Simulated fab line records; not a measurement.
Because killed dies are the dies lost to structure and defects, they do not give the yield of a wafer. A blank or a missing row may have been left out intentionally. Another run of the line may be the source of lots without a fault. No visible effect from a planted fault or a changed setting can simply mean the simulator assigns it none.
Which tool is to blame? | flow sfq line | 7 lots, 21 wafers sampled, at 2 steps of a route of 325

## WHAT THE GAUGES READ, wafer by wafer
SFQ_I6_BOW_MEAS_941.
lot  | measured     | on            | I6_BOW (um)
L434 | day 77 21:10 | film metro-01 | 15 21 22
L438 | day 78 04:25 | film metro-02 | 0 14 5
L440 | day 78 12:25 | film metro-01 | -3 -4 -3
L442 | day 78 15:25 | film metro-01 | 5 12 12
L447 | day 79 11:03 | film metro-01 | 6 12 16
L450 | day 80 07:04 | film metro-01 | 9 2 19
L454 | day 81 03:10 | film metro-02 | 12 26 21

## TOOL THAT RAN EACH LOT (tool first, then ch and the chambers of the sampled wafers, then the start)
lot  | SFQ_TRILAYER_I6_DEP_PECVD_165
L434 | pecvd-03 ch 0,1, day 77 15:29
L438 | pecvd-02 ch 0,1,2, day 78 00:05
L440 | pecvd-04 ch 0,1,2, day 78 05:54
L442 | pecvd-02 ch 1,2, day 78 08:18
L447 | pecvd-02 ch 0,1, day 79 07:57
L450 | pecvd-04 ch 1,2, day 80 03:56
L454 | pecvd-04 ch 0,1, day 80 22:21
- SFQ_TRILAYER_I6_DEP_PECVD_165: deposits SiO2 from SiH4/N2O, time 111.11 s, target thk 500 nm.

## THE ANSWER, worked out from the rows above alone
Rule: the lots themselves supply what counts as usual. The widest of any qualifying gaps counts: lots, ordered by their means at a reading, are off when they make up no more than a third of the lots, leave a main group of 4 or more, and stand apart from it by 3 or more times the standard deviation of that group's means. A main group whose means are all the same, to the digits that the tables above print for the reading, isn't used. Also off: a lot with no number at a reading for which 4 or more lots have one. Where the step has rows for the other lots, those lots are counted as sound.
Nothing can be told from this: no lot is off at any reading shown.

## WHAT WAS PUT IN BY THE SIMULATOR
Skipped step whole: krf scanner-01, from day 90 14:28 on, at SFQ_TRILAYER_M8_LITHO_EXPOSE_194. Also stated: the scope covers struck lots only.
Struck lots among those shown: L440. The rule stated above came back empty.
